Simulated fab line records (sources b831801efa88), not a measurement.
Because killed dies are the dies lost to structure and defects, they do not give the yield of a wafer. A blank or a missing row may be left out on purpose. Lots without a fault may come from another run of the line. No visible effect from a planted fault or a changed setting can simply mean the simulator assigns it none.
A lot that was struck, set against a sound lot	flow sfq_line	28 steps out of a route of 325
Sound: wafers L596.1, L596.2, L596.6. Wafers L604.1, L604.2, L604.6 were the ones struck. Last of all comes the cause.
At each step with rows: each side's tool, then ch and its chambers, then its first start. Under that, the readings that differ: sound wafers	struck wafers	difference of the means	sigmas: that difference in standard deviations of wafers without a fault.
alike: a reading whose means differ by less than 2 such deviations, as well as words and numbers matching on both sides. not compared: withheld readings; readings where some wafer has no value; bounds like >300 that might hide an equal value; numbers whose values overlap and for which the record gives no deviation.
A row with sigmas, a row that says differs or no value, or rows on one side alone: a step with any of these is where the two part. Numbers that have no deviation but don't overlap get no sigmas and don't part them. A reading that every wafer of one side lacks parts them only if that side has two wafers or more.

first, 6 steps without rows for these wafers: SFQ_TRILAYER_M2_LITHO_COAT_062 (resist thk 62 nm); SFQ_TRILAYER_M2_LITHO_COAT_057 (resist thk 600 nm); SFQ_TRILAYER_M2_LITHO_SOFTBAKE_061; SFQ_TRILAYER_M2_LITHO_EXPOSE_058 (exposes mask M2, target cd 500 nm); SFQ_TRILAYER_M2_LITHO_PEB_060 (peb time 60 s); SFQ_TRILAYER_M2_LITHO_DEVELOP_059 (time 60 s).
SFQ_M2_OVL_MEAS_916:
  sound: overlay-02 at day 20 14:52; struck: overlay-01 at day 24 01:25
  alike: M2_OVL
SFQ_TRILAYER_M2_BARC_OPEN_METAL_ETCH_077: etches BARC in O2, target depth 125 nm, time 41.7 s.
  sound on rie_metal-04 ch 0,1, day 20 14:54; struck on rie_metal-01 ch 0,1, day 24 01:27
  alike: drypump_motor_current_A, oes_product_au
  not compared: rf_hours_counter_h
then, 3 steps without rows for these wafers: SFQ_TRILAYER_M2_ETCH_METAL_ETCH_060 (etches Nb in Cl2/Ar, stops on SiO2, target depth 240 nm, time 120 s); SFQ_TRILAYER_M2_STRIP_STRIP_061 (strips in O2); SFQ_TRILAYER_M2_STRIP_SOLV_CLEAN_062 (cleans in NMP, time 600 s).
SFQ_TRILAYER_I2_DEP_PECVD_063: deposits SiO2 from SiH4/N2O, time 111.11 s, target thk 500 nm.
  sound on pecvd-02 ch 0,1,2, day 20 15:52; struck on pecvd-01 ch 0,2, day 24 02:25
  alike: heater_power_w, susceptor_temp_C, throttle_valve_pct
SFQ_TRILAYER_I2_CMP_CMP_064: polishes SiO2.
  sound on cmp-01 ch 0,2,3, day 20 17:28; struck on cmp-02 ch 0,2,3, day 24 10:00
reading	sound	struck	difference	sigmas
time_to_endpoint_s (s)	205 212 212	196 193 195	-15	-2
model.SiO2_of_TRILAYER_I2_DEP_PECVD_063.thk_nm (nm)	200.8 200.6 200.5	219.9 219.9 219.3	+19.1	
  alike: edge_zone_pressure_frac, motor_current_A
SFQ_I2_BOW_MEAS_917:
  sound: film_metro-01 at day 20 20:28; struck: film_metro-01 at day 24 12:00
  alike: I2_BOW
SFQ_TRILAYER_I2_METRO_MEASURE_065:
  sound: film_metro-01 at day 20 20:35; struck: film_metro-01 at day 24 12:07
reading	sound	struck	difference	sigmas
thk_nm (nm)	200.7 200.7 200.4	220.0 219.9 219.3	+19.1	+21
then, 6 steps without rows for these wafers: SFQ_TRILAYER_I2_VIA_LITHO_COAT_072 (resist thk 62 nm); SFQ_TRILAYER_I2_VIA_LITHO_COAT_067 (resist thk 650 nm); SFQ_TRILAYER_I2_VIA_LITHO_SOFTBAKE_071; SFQ_TRILAYER_I2_VIA_LITHO_EXPOSE_068 (exposes mask I2, target cd 500 nm); SFQ_TRILAYER_I2_VIA_LITHO_PEB_070 (peb time 60 s); SFQ_TRILAYER_I2_VIA_LITHO_DEVELOP_069 (time 60 s).
-- the record jumps here: 6 days lie between the struck wafers' starts before and after --
SFQ_I2_OVL_MEAS_918:
  sound: overlay-01 at day 27 07:36; struck: overlay-01 at day 30 21:28
  alike: I2_OVL
SFQ_TRILAYER_I2_VIA_BARC_OPEN_VIA_ETCH_096: etches BARC in O2, target depth 125 nm, time 41.7 s.
  sound on rie_diel-04 ch 0,3, day 27 07:38; struck on rie_diel-03 ch 1,2, day 30 21:31
  alike: drypump_motor_current_A, oes_product_au
  not compared: rf_hours_counter_h
SFQ_TRILAYER_I2_VIA_ETCH_VIA_ETCH_070: etches SiO2 in CHF3, stops on Nb, target depth 260 nm.
  sound on rie_diel-04 ch 0,3, day 27 07:40; struck on rie_diel-03 ch 1,2, day 30 21:33
reading	sound	struck	difference	sigmas
oes_product_au (a.u.)	0.851 0.855 0.860	0.914 0.910 0.900	+0.053	+11
model.etch.depth_nm (nm)	200.8 200.6 200.5	219.9 219.9 219.3	+19.1	
model.I2.feature_depth_nm (nm)	200.8 200.6 200.5	219.9 219.9 219.3	+19.1	
  alike: drypump_motor_current_A
SFQ_TRILAYER_I2_VIA_STRIP_STRIP_071: strips in O2.
  sound on rie_metal-02 ch 0,1, day 27 07:47; struck on rie_metal-02 ch 0,1, day 30 21:40
  alike: drypump_motor_current_A, oes_product_au
  not compared: rf_hours_counter_h
then, 1 step without rows for these wafers: SFQ_TRILAYER_I2_VIA_STRIP_SOLV_CLEAN_072 (cleans in NMP, time 600 s).
SFQ_TRILAYER_M3_DEP_PRE_CLEAN_074: time 22.5 s.
  sound: pvd_sputter-05 at day 27 08:34; struck: pvd_sputter-06 at day 30 22:26
reading	sound	struck	difference	sigmas
model.SiO2_of_TRILAYER_I2_DEP_PECVD_063.thk_nm (nm)	193.3 193.1 193	212.4 212.4 211.8	+19.1	
SFQ_TRILAYER_M3_DEP_SPUTTER_073: material Nb, target thk 200 nm, time 133.3 s.
  sound: pvd_sputter-05 at day 27 08:35; struck: pvd_sputter-06 at day 30 22:28
  alike: cathode_dc_power_W, throttle_valve_pct

== WHERE THEY PART ==
Last at SFQ_TRILAYER_I2_VIA_ETCH_VIA_ETCH_070 as far as this record goes, first at SFQ_TRILAYER_I2_CMP_CMP_064. Later steps at which nothing parts them and some readings are alike: SFQ_TRILAYER_I2_VIA_STRIP_STRIP_071, SFQ_TRILAYER_M3_DEP_SPUTTER_073.

WHY: what the simulator had put in
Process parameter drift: cmp-02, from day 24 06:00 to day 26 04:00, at SFQ_TRILAYER_I2_CMP_CMP_064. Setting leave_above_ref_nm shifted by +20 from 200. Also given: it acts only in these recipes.
